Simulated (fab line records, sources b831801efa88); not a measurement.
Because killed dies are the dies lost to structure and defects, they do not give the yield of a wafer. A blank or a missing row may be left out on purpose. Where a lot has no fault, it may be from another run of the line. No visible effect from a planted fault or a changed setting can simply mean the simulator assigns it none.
fab line records ; flow sfq-line
record: lots: 6; wafers: 18; last-day: 86
route steps=325 shown M2@92 I2@103 M3@118 I3@133 M8@325
lots that met no fault: from a run of the same line without faults
start-h: start of the lot's first displayed wafer, in hours after the record's first day ; wait-h: time in hours since the lot's previous step ; " as in the row above ; L1.1+2: one row covering several wafers at once ; - value missing, or start not given ; * or withheld: withheld ; < > ~ a bound
route shown NAME@n: NAME is a module with steps in the file, n the number in the route of the first one ; usual: mean/standard deviation taken from wafers without a fault ; same: alike in all rows ; chamber/n: place in a boat ; sites: readings site by site ; _std_site: their standard deviation ; _edge_site: the outer-site mean with the inner-site mean subtracted ; radius-mm: how far each site lies from the wafer's centre ; mask NAME#n: copy n ; behind: the tool/chamber that last shaped the wafer ; hold: why the lot was held/for how many hours/how that ended ; device: names the non-switching transistor (n, p or np) ; end of line: the route-end tests of the same wafers ; a step given without rows: its recipe and nothing more ; killed: count of dies lost to structure and defects at first sort (not the wafer's yield) ; map: the dies of a wafer, with x for killed, . for not killed, _ for no die there
set.NAME: the setting as run; set.NAME@STEP: as run at that earlier step ; model.NAME: the simulator's own value behind a step, which no gauge read
a table for each step, a row for each wafer; lots at some steps of the route
services: a tool's chamber out of use, with start hour (start-h, from the record's first day; less than 0 if before it), hours out, and reason
== steps ==
step: SFQ_TRILAYER_M2_LITHO_COAT_062
recipe: resist: BARC; spin-rpm: 3000; resist-thk-nm: 62
step: SFQ_TRILAYER_M2_LITHO_COAT_057
recipe: resist: KrF; spin-rpm: 3000; resist-thk-nm: 600
step: SFQ_TRILAYER_M2_LITHO_SOFTBAKE_061
recipe: temp-c: withheld; time-s: withheld; resist: KrF
step: SFQ_TRILAYER_M2_LITHO_EXPOSE_058
recipe: mask-id: M2; na: 0.6; source-shape: conventional; sigma-outer: 0.65; target-cd-nm: 500; dose-mj: 14.4
step: SFQ_TRILAYER_M2_LITHO_PEB_060
recipe: peb-temp-c: 115; peb-time-s: 60; resist: KrF
step: SFQ_TRILAYER_M2_LITHO_DEVELOP_059
recipe: time-s: 60; resist: KrF
step: SFQ_M2_OVL_MEAS_916
usual: M2_OVL: -1/5.4
lot.wafer;tool;chamber;start-h;wait-h;M2_OVL[nm]
L454.1;overlay-02;-;756.68;0.1;10
L454.2;overlay-02;-;756.68;0.1;7
L454.4;overlay-02;-;756.68;0.1;3
L457.1;overlay-01;-;773.48;0.1;-5
L457.4;overlay-01;-;773.48;0.1;-6
L457.6;overlay-01;-;773.48;0.1;-3
L459.3;overlay-02;-;792.66;0.1;-7
L459.4;overlay-02;-;792.66;0.1;0
L459.5;overlay-02;-;792.66;0.1;1
L466.1;overlay-01;-;844.48;0.1;-8
L466.2;overlay-01;-;844.48;0.1;-5
L466.4;overlay-01;-;844.48;0.1;-1
L469.3;overlay-01;-;862.40;0.1;-2
L469.5;overlay-01;-;862.40;0.1;0
L469.6;overlay-01;-;862.40;0.1;-3
L471.1;overlay-01;-;1049.23;0.1;-4
L471.2;overlay-01;-;1049.23;0.1;2
L471.4;overlay-01;-;1049.23;0.1;3
step: SFQ_TRILAYER_M2_BARC_OPEN_METAL_ETCH_077
recipe: mask-material: PR; chemistry: O2; target-depth-nm: 125; target: BARC; icp-w: 600; bias-w: 80; pressure-mtorr: 10; time-s: 41.7
usual: drypump-motor-current-A: 5.70/0.18; oes-product-au: 0.685/0.0045
lot.wafer;tool;chamber;start-h;wait-h;drypump-motor-current-A;oes-product-au;rf-hours-counter-h
L454.1;rie-metal-02;1;756.72;0.0;5.40;0.684;46
L454.2;rie-metal-02;0;756.72;0.0;5.75;0.680;1
L454.4;rie-metal-02;0;756.72;0.0;5.74;0.687;-
L457.1;rie-metal-01;0;773.52;0.0;5.58;0.693;38
L457.4;rie-metal-01;1;773.52;0.0;5.60;0.690;-
L457.6;rie-metal-01;0;773.52;0.0;5.59;0.686;-
L459.3;rie-metal-04;0;792.71;0.0;5.77;0.689;-
L459.4;rie-metal-04;1;792.71;0.0;5.93;0.687;-
L459.5;rie-metal-04;1;792.71;0.0;5.94;0.679;-
L466.1;rie-metal-02;1;844.52;0.0;5.38;0.682;58
L466.2;rie-metal-02;0;844.52;0.0;5.66;0.685;12
L466.4;rie-metal-02;0;844.52;0.0;5.71;0.686;-
L469.3;rie-metal-01;0;862.47;0.1;5.58;0.682;-
L469.5;rie-metal-01;0;862.47;0.1;5.59;0.683;-
L469.6;rie-metal-01;0;862.47;0.1;5.58;0.686;-
L471.1;rie-metal-02;0;1049.27;0.0;5.74;0.689;37
L471.2;rie-metal-02;1;1049.27;0.0;5.37;0.683;82
L471.4;rie-metal-02;1;1049.27;0.0;5.36;0.694;-
step: SFQ_TRILAYER_M2_ETCH_METAL_ETCH_060
recipe: target: Nb; stop-on: SiO2; mask-material: PR; chemistry: Cl2/Ar; target-depth-nm: 240; icp-w: 600; bias-w: 80; pressure-mtorr: 10; time-s: 120
step: SFQ_TRILAYER_M2_STRIP_STRIP_061
recipe: gas: O2; power-w: 200; platen-temp-c: 40; overash-fraction: 0.65; chemistry: O2; pressure-mtorr: 50
step: SFQ_TRILAYER_M2_STRIP_SOLV_CLEAN_062
recipe: chemistry: NMP; temp-c: 70; time-s: 600
step: SFQ_TRILAYER_I2_DEP_PECVD_063
recipe: material: SiO2; temp-c: 150; time-s: 111.11; pressure-torr: 2.4; rf-w: 183.3; precursor: SiH4/N2O; target-thk-nm: 500
step: SFQ_TRILAYER_I2_CMP_CMP_064
recipe: material: SiO2; down-force-psi: 3; platen-rpm: 60; pad-velocity-m-s: 0.94248
usual: motor-current-A: 10.1/1; time-to-endpoint-s: 218/6.7
lot.wafer;tool;chamber;start-h;wait-h;motor-current-A;time-to-endpoint-s;model.SiO2_of_TRILAYER_I2_DEP_PECVD_063.thk-nm
L454.1;cmp-01;0;760.34;2.6;10.8;222;200.3
L454.2;cmp-01;1;760.34;2.6;8.8;214;199.9
L454.4;cmp-01;2;760.34;2.6;10.1;224;200.2
L457.1;cmp-01;0;775.76;1.2;11.8;252;149.9
L457.4;cmp-01;1;775.76;1.2;8.7;216;200
L457.6;cmp-01;1;778.26;3.7;8.6;221;199.9
L459.4;cmp-01;1;794.23;0.5;8.5;217;198
L459.3;cmp-01;3;795.23;1.5;11.9;249;150
L459.5;cmp-01;1;796.23;2.5;8.3;209;199.7
L466.1;cmp-02;2;845.56;0.0;10.2;220;199.9
L466.4;cmp-02;3;845.56;0.0;9.0;220;200.3
L466.2;cmp-02;0;845.56;0.0;9.5;220;199.9
L469.3;cmp-02;0;866.47;2.3;8.9;220;199.7
L469.5;cmp-02;1;866.47;2.3;9.9;228;199.1
L469.6;cmp-02;2;866.47;2.3;11.0;226;199.4
L471.4;cmp-01;0;1051.41;1.1;11.0;215;198.6
L471.2;cmp-01;1;1051.41;1.1;9.4;201;198.7
L471.1;cmp-01;2;1051.41;1.1;9.6;208;200.1
step: SFQ_I2_BOW_MEAS_917
recipe: mode: bow
usual: I2_BOW: 2/8.2
lot.wafer;tool;chamber;start-h;wait-h;I2_BOW[um]
L454.1;film-metro-01;-;763.34;2.5;2
L454.2;film-metro-01;-;763.34;2.5;8
L454.4;film-metro-01;-;763.34;2.5;15
L457.1;film-metro-04;-;778.76;2.5;-1
L457.4;film-metro-04;-;778.76;2.5;0
L457.6;film-metro-04;-;778.76;2.5;0
L459.3;film-metro-04;-;796.77;1.0;-2
L459.4;film-metro-04;-;796.77;1.0;18
L459.5;film-metro-04;-;796.77;1.0;-6
L466.1;film-metro-04;-;848.56;2.5;-2
L466.2;film-metro-04;-;848.56;2.5;7
L466.4;film-metro-04;-;848.56;2.5;8
L469.3;film-metro-04;-;868.01;1.0;1
L469.5;film-metro-04;-;868.01;1.0;9
L469.6;film-metro-04;-;868.01;1.0;5
L471.1;film-metro-04;-;1053.91;1.0;5
L471.2;film-metro-04;-;1053.91;1.0;0
L471.4;film-metro-04;-;1053.91;1.0;8
step: SFQ_TRILAYER_I2_METRO_MEASURE_065
usual: thk-nm: 199.9/0.86
lot.wafer;tool;chamber;start-h;wait-h;thk-nm
L454.1;film-metro-01;-;763.46;0.1;200.2
L454.2;film-metro-01;-;763.46;0.1;199.9
L454.4;film-metro-01;-;763.46;0.1;200.0
L457.1;film-metro-04;-;778.88;0.1;150.1
L457.4;film-metro-04;-;778.88;0.1;200.0
L457.6;film-metro-04;-;778.88;0.1;200.0
L459.3;film-metro-04;-;797.25;0.5;149.9
L459.4;film-metro-04;-;797.25;0.5;198.0
L459.5;film-metro-04;-;797.25;0.5;199.8
L466.1;film-metro-04;-;848.68;0.1;199.9
L466.2;film-metro-04;-;848.68;0.1;199.8
L466.4;film-metro-04;-;848.68;0.1;200.3
L469.3;film-metro-04;-;868.49;0.5;199.8
L469.5;film-metro-04;-;868.49;0.5;199.1
L469.6;film-metro-04;-;868.49;0.5;199.5
L471.1;film-metro-04;-;1054.03;0.1;200.1
L471.2;film-metro-04;-;1054.03;0.1;198.6
L471.4;film-metro-04;-;1054.03;0.1;198.6
step: SFQ_TRILAYER_I2_VIA_LITHO_COAT_072
recipe: resist: BARC; spin-rpm: 3000; resist-thk-nm: 62
step: SFQ_TRILAYER_I2_VIA_LITHO_COAT_067
recipe: resist: KrF; spin-rpm: 3000; resist-thk-nm: 650
step: SFQ_TRILAYER_I2_VIA_LITHO_SOFTBAKE_071
recipe: temp-c: withheld; time-s: withheld; resist: KrF
step: SFQ_TRILAYER_I2_VIA_LITHO_EXPOSE_068
recipe: mask-id: I2; na: 0.6; source-shape: conventional; sigma-outer: 0.65; target-cd-nm: 500; dose-mj: 21.3
step: SFQ_TRILAYER_I2_VIA_LITHO_PEB_070
recipe: peb-temp-c: 115; peb-time-s: 60; resist: KrF
step: SFQ_TRILAYER_I2_VIA_LITHO_DEVELOP_069
recipe: time-s: 60; resist: KrF
step: SFQ_I2_OVL_MEAS_918
usual: I2_OVL: 1/4.9
lot.wafer;tool;chamber;start-h;wait-h;I2_OVL[nm]
L454.1;overlay-01;-;915.47;0.1;-9
L454.2;overlay-01;-;915.47;0.1;-2
L454.4;overlay-01;-;915.47;0.1;-3
L457.1;overlay-01;-;932.27;0.1;-3
L457.4;overlay-01;-;932.27;0.1;0
L457.6;overlay-01;-;932.27;0.1;4
L459.3;overlay-02;-;948.32;0.1;1
L459.4;overlay-02;-;948.32;0.1;4
L459.5;overlay-02;-;948.32;0.1;0
L466.1;overlay-02;-;998.71;0.1;4
L466.2;overlay-02;-;998.71;0.1;0
L466.4;overlay-02;-;998.71;0.1;4
L469.3;overlay-01;-;1015.64;0.1;7
L469.5;overlay-01;-;1015.64;0.1;10
L469.6;overlay-01;-;1015.64;0.1;6
L471.1;overlay-01;-;1169.51;0.1;4
L471.2;overlay-01;-;1169.51;0.1;0
L471.4;overlay-01;-;1169.51;0.1;7
step: SFQ_TRILAYER_I2_VIA_BARC_OPEN_VIA_ETCH_096
recipe: mask-material: PR; chemistry: O2; target-depth-nm: 125; target: BARC; source-w: 500; bias-w: 80; pressure-mtorr: 30; time-s: 41.7
step: SFQ_TRILAYER_I2_VIA_ETCH_VIA_ETCH_070
recipe: target: SiO2; stop-on: Nb; mask-material: PR; taper-deg: 20; chemistry: CHF3; target-depth-nm: 260; source-w: 500; bias-w: 80; pressure-mtorr: 30; time-s: withheld
usual: drypump-motor-current-A: 5.7/0.6; oes-product-au: 0.854/0.0046
lot.wafer;tool;chamber;start-h;wait-h;drypump-motor-current-A;oes-product-au;model.etch.depth-nm;model.I2.feature-depth-nm
L454.1;rie-diel-01;2;915.55;0.0;6.7;0.853;200.3;200.3
L454.2;rie-diel-01;0;915.55;0.0;5.3;0.852;199.9;199.9
L454.4;rie-diel-01;1;915.55;0.0;4.8;0.858;200.2;200.2
L457.1;rie-diel-04;2;932.35;0.0;5.5;0.732;149.9;149.9
L457.4;rie-diel-04;3;932.35;0.0;6.6;0.854;200;200
L457.6;rie-diel-04;0;932.35;0.0;5.4;0.857;199.9;199.9
L459.3;rie-diel-02;2;948.38;0.0;5.3;0.745;150;150
L459.4;rie-diel-02;0;948.38;0.0;5.9;0.847;198;198
L459.5;rie-diel-02;3;948.38;0.0;5.7;0.848;199.7;199.7
L466.1;rie-diel-02;2;998.78;0.0;5.3;0.854;199.9;199.9
L466.2;rie-diel-02;3;998.78;0.0;5.7;0.851;199.9;199.9
L466.4;rie-diel-02;0;998.78;0.0;5.9;0.859;200.3;200.3
L469.3;rie-diel-01;3;1015.71;0.0;6.8;0.852;199.7;199.7
L469.5;rie-diel-01;0;1015.71;0.0;5.3;0.855;199.1;199.1
L469.6;rie-diel-01;1;1015.71;0.0;4.8;0.856;199.4;199.4
L471.1;rie-diel-04;1;1169.58;0.0;5.3;0.848;200.1;200.1
L471.2;rie-diel-04;3;1169.58;0.0;6.6;0.851;198.7;198.7
L471.4;rie-diel-04;2;1169.58;0.0;5.5;0.854;198.6;198.6
step: SFQ_TRILAYER_I2_VIA_STRIP_STRIP_071
recipe: gas: O2; power-w: 200; platen-temp-c: 40; overash-fraction: 0.65; chemistry: O2; pressure-mtorr: 50
usual: drypump-motor-current-A: 5.8/0.35; oes-product-au: 0.997/0.009
lot.wafer;tool;chamber;start-h;wait-h;drypump-motor-current-A;oes-product-au;rf-hours-counter-h
L454.1;rie-metal-01;0;915.66;-;5.6;1.003;61
L454.2;rie-metal-01;1;915.66;-;5.6;0.992;6
L454.4;rie-metal-01;0;915.66;-;5.6;1.015;-
L457.1;rie-metal-03;0;932.46;-;6.4;0.993;49
L457.4;rie-metal-03;1;932.46;-;6.0;0.998;-
L457.6;rie-metal-03;0;932.46;-;6.4;0.986;-
L459.3;rie-metal-02;1;948.70;-;5.4;1.004;-
L459.4;rie-metal-02;0;948.70;-;5.7;0.998;-
L459.5;rie-metal-02;0;948.70;-;5.7;1.005;-
L466.1;rie-metal-01;0;998.90;-;5.6;0.999;75
L466.2;rie-metal-01;1;998.90;-;5.6;1.002;20
L466.4;rie-metal-01;1;998.90;-;5.6;0.990;-
L469.3;rie-metal-01;0;1016.02;-;5.6;1.007;-
L469.5;rie-metal-01;0;1016.02;-;5.6;1.001;-
L469.6;rie-metal-01;1;1016.02;-;5.6;0.992;-
L471.1;rie-metal-01;1;1169.70;-;5.6;0.995;41
L471.2;rie-metal-01;1;1169.70;-;5.6;0.997;-
L471.4;rie-metal-01;1;1169.70;-;5.6;0.996;-
step: SFQ_TRILAYER_I2_VIA_STRIP_SOLV_CLEAN_072
recipe: chemistry: NMP; temp-c: 70; time-s: 600
step: SFQ_TRILAYER_M3_DEP_PRE_CLEAN_074
recipe: gas: Ar; time-s: 22.5; bias-v: 250
lot.wafer;tool;chamber;start-h;wait-h;model.SiO2_of_TRILAYER_I2_DEP_PECVD_063.thk-nm
L454.1;pvd-sputter-04;-;916.45;0.0;192.8
L454.2;pvd-sputter-04;-;916.45;0.0;192.4
L454.4;pvd-sputter-04;-;916.45;0.0;192.7
L457.1;pvd-sputter-04;-;933.23;0.0;142.4
L457.4;pvd-sputter-04;-;933.23;0.0;192.5
L457.6;pvd-sputter-04;-;933.23;0.0;192.4
L459.3;pvd-sputter-04;-;949.27;0.0;142.5
L459.4;pvd-sputter-04;-;949.27;0.0;190.5
L459.5;pvd-sputter-04;-;949.27;0.0;192.2
L466.1+2;pvd-sputter-05;-;999.67;0.0;192.4
L466.4;pvd-sputter-05;-;999.67;0.0;192.8
L469.3;pvd-sputter-04;-;1016.60;0.0;192.2
L469.5;pvd-sputter-04;-;1016.60;0.0;191.6
L469.6;pvd-sputter-04;-;1016.60;0.0;191.9
L471.1;pvd-sputter-04;-;1171.07;0.0;192.6
L471.2;pvd-sputter-04;-;1171.07;0.0;191.2
L471.4;pvd-sputter-04;-;1171.07;0.0;191.1
step: SFQ_TRILAYER_M3_DEP_SPUTTER_073
recipe: material: Nb; base-pressure-pa: 1.33e-06; chamber-pressure-pa: 0.1333; substrate-temp-c: 20; resputter-cathode-voltage-v: 400; target-thk-nm: 200; power-w: 2000; time-s: 133.3
usual: base-pressure-pa: 1.33e-06/9e-08; chamber-pressure-pa: 0.13329/0.00028; throttle-valve-pct: 29.5/0.84
lot.wafer;tool;chamber;start-h;wait-h;base-pressure-pa;chamber-pressure-pa;throttle-valve-pct
L454.1;pvd-sputter-04;-;916.48;0.0;1.41e-06;0.13286;29.4
L454.2;pvd-sputter-04;-;916.48;0.0;1.29e-06;0.13294;27.4
L454.4;pvd-sputter-04;-;916.48;0.0;1.41e-06;0.1331;29.8
L457.1;pvd-sputter-04;-;933.26;0.0;1.33e-06;0.13334;30.0
L457.4;pvd-sputter-04;-;933.26;0.0;1.32e-06;0.13342;29.3
L457.6;pvd-sputter-04;-;933.26;0.0;1.32e-06;0.13375;29.6
L459.3;pvd-sputter-04;-;949.30;0.0;1.35e-06;0.13357;27.4
L459.4;pvd-sputter-04;-;949.30;0.0;1.29e-06;0.13327;29.7
L459.5;pvd-sputter-04;-;949.30;0.0;1.44e-06;0.13381;27.8
L466.1;pvd-sputter-05;-;999.70;0.0;1.33e-06;0.13326;29.8
L466.2;pvd-sputter-05;-;999.70;0.0;1.37e-06;0.13343;29.2
L466.4;pvd-sputter-05;-;999.70;0.0;1.39e-06;0.13285;30.4
L469.3;pvd-sputter-04;-;1016.63;0.0;1.19e-06;0.13328;27.7
L469.5;pvd-sputter-04;-;1016.63;0.0;1.28e-06;0.13329;27.4
L469.6;pvd-sputter-04;-;1016.63;0.0;1.26e-06;0.13346;29.6
L471.1;pvd-sputter-04;-;1171.10;0.0;1.32e-06;0.13303;29.4
L471.2;pvd-sputter-04;-;1171.10;0.0;1.33e-06;0.13329;27.9
L471.4;pvd-sputter-04;-;1171.10;0.0;1.37e-06;0.13381;30.7
step: SFQ_M3_RS_MEAS_919
recipe: thk-meas-gauge: four-point-probe; reads: Nb_of_TRILAYER_M3_DEP_SPUTTER_073
usual: M3_NB_RS: 0.896/0.0092
lot.wafer;tool;chamber;start-h;wait-h;M3_NB_RS[ohm/sq]
L454.1;film-metro-03;-;916.57;0.0;0.901
L454.2;film-metro-03;-;916.57;0.0;0.882
L454.4;film-metro-03;-;916.57;0.0;0.897
L457.1;film-metro-03;-;933.35;0.0;0.898
L457.4;film-metro-03;-;933.35;0.0;0.902
L457.6;film-metro-03;-;933.35;0.0;0.904
L459.3;film-metro-02;-;949.43;0.1;0.896
L459.4;film-metro-02;-;949.43;0.1;0.901
L459.5;film-metro-02;-;949.43;0.1;0.899
L466.1;film-metro-01;-;999.79;0.0;0.900
L466.2;film-metro-01;-;999.79;0.0;0.903
L466.4;film-metro-01;-;999.79;0.0;0.899
L469.3;film-metro-01;-;1016.76;0.1;0.886
L469.5;film-metro-01;-;1016.76;0.1;0.886
L469.6;film-metro-01;-;1016.76;0.1;0.894
L471.1;film-metro-02;-;1171.19;0.0;0.907
L471.2;film-metro-02;-;1171.19;0.0;0.898
L471.4;film-metro-02;-;1171.19;0.0;0.902
step: SFQ_TRILAYER_M3_LITHO_COAT_080
recipe: resist: BARC; spin-rpm: 3000; resist-thk-nm: 62
step: SFQ_TRILAYER_M3_LITHO_COAT_075
recipe: resist: KrF; spin-rpm: 3000; resist-thk-nm: 600
step: SFQ_TRILAYER_M3_LITHO_SOFTBAKE_079
recipe: temp-c: withheld; time-s: withheld; resist: KrF
step: SFQ_TRILAYER_M3_LITHO_EXPOSE_076
recipe: mask-id: M3; na: 0.6; source-shape: conventional; sigma-outer: 0.65; target-cd-nm: 500; dose-mj: 14.4
step: SFQ_TRILAYER_M3_LITHO_PEB_078
recipe: peb-temp-c: 115; peb-time-s: 60; resist: KrF
step: SFQ_TRILAYER_M3_LITHO_DEVELOP_077
recipe: time-s: 60; resist: KrF
step: SFQ_M3_OVL_MEAS_921
usual: M3_OVL: 1/6
lot.wafer;tool;chamber;start-h;wait-h;M3_OVL[nm]
L454.1;overlay-01;-;919.00;0.1;0
L454.2;overlay-01;-;919.00;0.1;-7
L454.4;overlay-01;-;919.00;0.1;-3
L457.1;overlay-02;-;1080.53;0.1;6
L457.4;overlay-02;-;1080.53;0.1;7
L457.6;overlay-02;-;1080.53;0.1;8
L459.3;overlay-02;-;1097.34;0.1;7
L459.4;overlay-02;-;1097.34;0.1;0
L459.5;overlay-02;-;1097.34;0.1;6
L466.1;overlay-02;-;1130.31;0.1;-10
L466.2;overlay-02;-;1130.31;0.1;1
L466.4;overlay-02;-;1130.31;0.1;-7
L469.3;overlay-01;-;1144.27;0.1;13
L469.5;overlay-01;-;1144.27;0.1;11
L469.6;overlay-01;-;1144.27;0.1;13
L471.1;overlay-01;-;1246.23;0.1;-1
L471.2;overlay-01;-;1246.23;0.1;3
L471.4;overlay-01;-;1246.23;0.1;4
step: SFQ_TRILAYER_M3_BARC_OPEN_METAL_ETCH_100
recipe: mask-material: PR; chemistry: O2; target-depth-nm: 125; target: BARC; icp-w: 600; bias-w: 80; pressure-mtorr: 10; time-s: 41.7
usual: drypump-motor-current-A: 5.90/0.25; oes-product-au: 0.685/0.0042
lot.wafer;tool;chamber;start-h;wait-h;drypump-motor-current-A;oes-product-au;rf-hours-counter-h
L454.1;rie-metal-04;0;919.04;0.0;5.80;0.682;8
L454.2;rie-metal-04;1;919.04;0.0;5.92;0.684;1
L454.4;rie-metal-04;0;919.04;0.0;5.79;0.685;-
L457.1;rie-metal-04;1;1080.57;0.0;5.90;0.678;21
L457.4;rie-metal-04;1;1080.57;0.0;5.92;0.674;-
L457.6;rie-metal-04;1;1080.57;0.0;5.91;0.677;-
L459.3;rie-metal-03;0;1097.39;0.0;6.42;0.687;-
L459.4;rie-metal-03;1;1097.39;0.0;6.03;0.677;-
L459.5;rie-metal-03;1;1097.39;0.0;6.02;0.680;-
L466.1;rie-metal-04;1;1130.34;0.0;5.93;0.679;27
L466.2;rie-metal-04;0;1130.34;0.0;5.80;0.690;35
L466.4;rie-metal-04;0;1130.34;0.0;5.79;0.683;-
L469.3;rie-metal-04;0;1144.31;0.0;5.78;0.683;-
L469.5;rie-metal-04;0;1144.31;0.0;5.78;0.688;-
L469.6;rie-metal-04;1;1144.31;0.0;5.93;0.685;-
L471.1;rie-metal-03;1;1246.26;0.0;6.03;0.682;36
L471.2;rie-metal-03;0;1246.26;0.0;6.43;0.680;96
L471.4;rie-metal-03;1;1246.26;0.0;6.01;0.682;-
step: SFQ_TRILAYER_M3_ETCH_METAL_ETCH_078
recipe: target: Nb; stop-on: SiO2; mask-material: PR; chemistry: Cl2/Ar; target-depth-nm: 240; icp-w: 600; bias-w: 80; pressure-mtorr: 10; time-s: 120
usual: drypump-motor-current-A: 5.90/0.25; oes-product-au: 0.891/0.0072
lot.wafer;tool;chamber;start-h;wait-h;drypump-motor-current-A;oes-product-au;rf-hours-counter-h
L454.1;rie-metal-04;0;919.10;0.0;5.81;0.887;8
L454.2;rie-metal-04;1;919.10;0.0;5.91;0.893;1
L454.4;rie-metal-04;0;919.10;0.0;5.80;0.890;-
L457.1;rie-metal-04;1;1080.63;0.0;5.96;0.892;21
L457.4;rie-metal-04;1;1080.63;0.0;5.94;0.885;-
L457.6;rie-metal-04;1;1080.63;0.0;5.95;0.889;-
L459.3;rie-metal-03;0;1097.50;0.1;6.39;0.889;-
L459.4;rie-metal-03;1;1097.50;0.1;6.02;0.878;-
L459.5;rie-metal-03;1;1097.50;0.1;6.03;0.889;-
L466.1;rie-metal-04;1;1130.40;0.0;5.94;0.891;27
L466.2;rie-metal-04;0;1130.40;0.0;5.78;0.889;35
L466.4;rie-metal-04;0;1130.40;0.0;5.77;0.894;-
L469.3;rie-metal-04;0;1144.39;0.1;5.79;0.894;-
L469.5;rie-metal-04;0;1144.39;0.1;5.79;0.897;-
L469.6;rie-metal-04;1;1144.39;0.1;5.91;0.897;-
L471.1;rie-metal-03;1;1246.32;0.0;6.01;0.886;36
L471.2;rie-metal-03;0;1246.32;0.0;6.51;0.890;96
L471.4;rie-metal-03;1;1246.32;0.0;6.02;0.883;-
step: SFQ_TRILAYER_M3_STRIP_STRIP_079
recipe: gas: O2; power-w: 200; platen-temp-c: 40; overash-fraction: 0.65; chemistry: O2; pressure-mtorr: 50
step: SFQ_TRILAYER_M3_STRIP_SOLV_CLEAN_080
recipe: chemistry: NMP; temp-c: 70; time-s: 600
step: SFQ_TRILAYER_I3_DEP_PECVD_081
recipe: material: SiO2; temp-c: 150; time-s: 111.11; pressure-torr: 2.4; rf-w: 183.3; precursor: SiH4/N2O; target-thk-nm: 500
step: SFQ_M8_BOW_MEAS_951
recipe: mode: bow
usual: M8_BOW: 9/7.9
lot.wafer;tool;chamber;start-h;wait-h;M8_BOW[um];model.etest.i2.link-ohm
L454.1;film-metro-02;-;2006.24;0.0;4;1.987
L454.2;film-metro-02;-;2006.24;0.0;9;1.975
L454.4;film-metro-02;-;2006.24;0.0;16;1.98
L457.1;film-metro-02;-;2017.72;0.0;-1;1.936
L457.4;film-metro-02;-;2017.72;0.0;0;1.994
L457.6;film-metro-02;-;2017.72;0.0;0;1.987
L459.3;film-metro-04;-;2020.16;0.0;9;1.926
L459.4;film-metro-04;-;2020.16;0.0;30;1.983
L459.5;film-metro-04;-;2020.16;0.0;6;1.975
L466.1;film-metro-04;-;2035.27;0.0;6;1.979
L466.2;film-metro-04;-;2035.27;0.0;16;1.979
L466.4;film-metro-04;-;2035.27;0.0;17;1.984
L469.3;film-metro-01;-;2049.78;0.0;4;1.97
L469.5;film-metro-01;-;2049.78;0.0;10;1.972
L469.6;film-metro-01;-;2049.78;0.0;6;1.975
L471.1;film-metro-02;-;2069.28;0.0;3;1.989
L471.2;film-metro-02;-;2069.28;0.0;-1;1.986
L471.4;film-metro-02;-;2069.28;0.0;6;1.996
== services ==
tool;chamber;start-h;hours;kind
film-metro-04;-;769.15;5.8;repair
film-metro-04;-;780.08;1.7;pm
film-metro-04;-;781.08;1.4;repair
rie-metal-04;0;793.62;7.3;repair
film-metro-04;-;798.05;0.3;pm
rie-metal-04;-;828.27;1.7;repair
rie-metal-01;-;829.27;0.5;repair
pvd-sputter-04;-;842.82;2.4;repair
rie-metal-01;1;847.35;1.7;repair
rie-metal-04;1;861.26;5.8;repair
film-metro-04;-;905.82;1.4;pm
film-metro-04;-;907.82;0.5;pm
rie-metal-04;-;915.31;2.8;pm
rie-metal-03;-;966.01;0.3;repair
pvd-sputter-04;-;999.33;3.5;repair
film-metro-04;-;1023.93;0.4;pm
rie-metal-03;1;1048.59;3.9;repair
rie-metal-01;-;1049.94;0.4;repair
rie-metal-04;1;1059.76;7.1;repair
rie-metal-04;-;1082.37;1.4;repair
film-metro-04;-;1150.85;0.7;pm
film-metro-04;-;1152.82;1.4;pm
rie-metal-01;0;1168.97;6.5;repair
rie-metal-01;1;1244.02;14.1;repair
== key ==
first-sign: step: SFQ_TRILAYER_I2_CMP_CMP_064; reading: time-to-endpoint-s; direction: up; sigmas: 4.9; usual: *; struck: *
effect: step: SFQ_TRILAYER_I2_METRO_MEASURE_065; reading: thk-nm; direction: down; sigmas: 58; usual: 199.9; struck: 150.0
effect: step: SFQ_TRILAYER_I2_VIA_ETCH_VIA_ETCH_070; reading: oes-product-au; direction: down; sigmas: 25; usual: 0.854; struck: 0.739
model-effect: step: SFQ_TRILAYER_I2_CMP_CMP_064; value: SiO2_of_TRILAYER_I2_DEP_PECVD_063.thk-nm; without: 200; struck: 150
model-effect: step: SFQ_TRILAYER_I2_VIA_ETCH_VIA_ETCH_070; value: etch.depth-nm; without: 200; struck: 150
model-effect: step: SFQ_TRILAYER_M3_DEP_PRE_CLEAN_074; value: SiO2_of_TRILAYER_I2_DEP_PECVD_063.thk-nm; without: 192.5; struck: 142.5
model-effect: step: SFQ_M8_BOW_MEAS_951; value: etest.i2.link-ohm; without: 1.978; struck: 1.931
met-at SFQ_TRILAYER_I2_CMP_CMP_064
struck-wafers L457.1,L459.3
onset-between 760.34 775.76
fault: kind: process-parameter-drift; tool: cmp-01; chamber: -; onset-h: 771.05; steps: SFQ_TRILAYER_I2_CMP_CMP_064; channel: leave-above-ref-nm; offset: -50; shape: step; end-h: 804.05; scope: struck-wafers-only; acts-in: these-recipes-only; stated: 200
